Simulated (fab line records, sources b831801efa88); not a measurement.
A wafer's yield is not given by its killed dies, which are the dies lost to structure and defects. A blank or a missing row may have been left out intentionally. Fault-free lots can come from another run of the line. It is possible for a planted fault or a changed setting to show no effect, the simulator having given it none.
Code-filled problem report in 8D (eight disciplines) form    flow sfq_line    the parts of the form that need people (team, actions taken, sign-off) are left out

== 1. PROBLEM STATEMENT ==
SFQ_TRILAYER_I1_DEP_PECVD_045, run_length_s: mean 144.7 s over 1 wafer from 1 lot; wafers with no fault: 139.4 s, standard deviation 0.56. That is +9.5 standard deviations from the usual mean.
The step: deposits SiO2 from SiH4/N2O, time 111.11 s, target thk 500 nm.
The first sign was on wafer L621.2 at day 20 19:41, on pecvd-04. At this step, 39 wafers from 13 lots have a number in the record. Rule for "out" (also "out of limits"): further than 4 standard deviations from the usual mean. The rest of the wafers with a number are treated as sound.

== 2. WHAT THIS IS AND IS NOT ==
question                     is                 is not
which readings at this step  run_length_s       heater_power_w, throttle_valve_pct
which lots                   L621               L602, L603, L606, L607, L610, L611, L612, L613, L614, L623, L624, L625
which wafers of those lots   L621.2             L621.1, L621.5
read on which tools          pecvd-04           pecvd-01, pecvd-03
when                         from day 20 19:41  up to then (29 sound wafers); but 9 sound wafers of L623, L624, L625 came after

== 3. THE SUSPECTS, EACH WITH WHAT RULES IT OUT ==
Counting: any tool at a process step up to the reading remains a suspect provided it ran every lot that is out. Sound lots after the first of them don't rule it out here, since some wafers of a struck lot are sound.
- pecvd-04 at SFQ_TRILAYER_I1_DEP_PECVD_045 (deposits SiO2 from SiH4/N2O, time 111.11 s, target thk 500 nm): kept. The lot that is out, L621, ran on it at day 20 19:41; the last sound lot it ran before that was L613, at day 19 17:17. On those wafers its own readings are out: run_length_s.
Left after counting: pecvd-04 at SFQ_TRILAYER_I1_DEP_PECVD_045.

== 4. THE CAUSE (what the simulator had put in) ==
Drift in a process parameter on pecvd-04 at SFQ_TRILAYER_I1_DEP_PECVD_045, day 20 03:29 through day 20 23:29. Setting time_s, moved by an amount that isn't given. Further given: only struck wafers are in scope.
Only this tool survived the counting.

== 5. THE EFFECT CHAIN, in route order ==
One row per reading whose mean, taken over the struck wafers that have a number, lies over 3 standard deviations from the usual. Only readings for which the record gives a usual standard deviation are gone through. hours: the time from each lot's start at the first step in this table that gives one to its start at this step, as a median over the lots. sigmas: the change in usual standard deviations.
hours  step                           reading       usual    on struck wafers  change  sigmas
0      SFQ_TRILAYER_I1_DEP_PECVD_045  run_length_s  139.4 s  144.7             +5.3    +9.5
Its process steps:
- SFQ_TRILAYER_I1_DEP_PECVD_045: deposits SiO2 from SiH4/N2O, time 111.11 s, target thk 500 nm.

== 6. HOW IT WOULD HAVE BEEN CAUGHT EARLIER ==
First out-of-limits reading in this record: day 20 19:41, which is 16 hours after fault onset at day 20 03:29.
